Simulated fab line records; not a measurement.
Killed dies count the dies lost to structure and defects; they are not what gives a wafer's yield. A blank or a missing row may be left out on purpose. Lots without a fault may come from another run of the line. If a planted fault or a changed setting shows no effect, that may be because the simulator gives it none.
Which tool was responsible? | flow sky130 | 11 lots, 33 wafers sampled, at 2 steps of a route of 708

== WHAT THE GAUGES SHOWED, per wafer ==
SKY_METAL1_OVL_MEAS_16.
lot  | measured     | on         | METAL1_OVL (nm)
L188 | day 32 19:02 | overlay-01 | 6 -6 4
L189 | day 33 15:08 | overlay-02 | 3 5 1
L190 | day 33 20:49 | overlay-02 | -1 -7 0
L192 | day 35 05:53 | overlay-02 | -3 3 -1
L194 | day 35 09:29 | overlay-02 | 3 3 8
L193 | day 35 10:39 | overlay-02 | 4 -1 -2
L200 | day 36 23:53 | overlay-01 | -2 -2 0
L205 | day 38 12:02 | overlay-02 | 2 6 -6
L207 | day 39 03:28 | overlay-02 | 16 15 10
L209 | day 39 19:26 | overlay-02 | 7 6 9
L210 | day 39 23:14 | overlay-01 | -5 -11 -3

== WHAT TOOL EACH LOT RAN ON (gives the tool, then ch and the chambers of the sampled wafers, and finally the start) ==
lot  | SKY_METAL1_SPUTTER_01
L188 | pvdSputter-04, day 31 14:47
L189 | pvdSputter-01, day 32 12:05
L190 | pvdSputter-01, day 32 18:15
L192 | pvdSputter-03, day 34 03:40
L194 | pvdSputter-01, day 34 05:59
L193 | pvdSputter-01, day 34 06:45
L200 | pvdSputter-04, day 35 21:25
L205 | pvdSputter-03, day 37 09:57
L207 | pvdSputter-04, day 38 02:11
L209 | pvdSputter-03, day 38 18:25
L210 | pvdSputter-03, day 38 21:53
- SKY_METAL1_SPUTTER_01: material TiN, target thk 20 nm, time 16.7 s.

== WHAT THE TOOLS THEMSELVES READ (means of the sampled wafers that have a number; where no wafer has one, the mark that the record gives instead) ==
SKY_METAL1_SPUTTER_01.
lot  | tool          | throttleValvePct (%)
L188 | pvdSputter-04 | 28.6
L189 | pvdSputter-01 | 30.1
L190 | pvdSputter-01 | 31.0
L192 | pvdSputter-03 | 29.8
L194 | pvdSputter-01 | 30.4
L193 | pvdSputter-01 | 30.8
L200 | pvdSputter-04 | 29.6
L205 | pvdSputter-03 | 29.6
L207 | pvdSputter-04 | 29.0
L209 | pvdSputter-03 | 29.1
L210 | pvdSputter-03 | 29.6

== THE ANSWER, worked out from the rows above alone ==
Rule: what is usual is taken from the lots themselves. Put in order of their means at a reading, lots are off if they are a third of the lots or fewer, leave a main group of 4 or more, and stand apart from it by a gap of 3 or more times the standard deviation of the main group's means; of several such gaps the widest counts. The tables above print the reading to a certain number of digits; a main group whose means all agree to those digits is not used. A lot without any number at a reading at which 4 lots or more have one is off too. Any other lot the step has rows for is counted as sound. Order of review: gauges by route order, followed by the tools' own readings, for which a lot's mean as printed above is used. At the first step where some lot is off, the reading lying furthest off is the one used; lots without a number count as furthest.
No lot is off at any reading shown: from this, nothing can be told.

== WHAT HAD BEEN PUT IN BY THE SIMULATOR ==
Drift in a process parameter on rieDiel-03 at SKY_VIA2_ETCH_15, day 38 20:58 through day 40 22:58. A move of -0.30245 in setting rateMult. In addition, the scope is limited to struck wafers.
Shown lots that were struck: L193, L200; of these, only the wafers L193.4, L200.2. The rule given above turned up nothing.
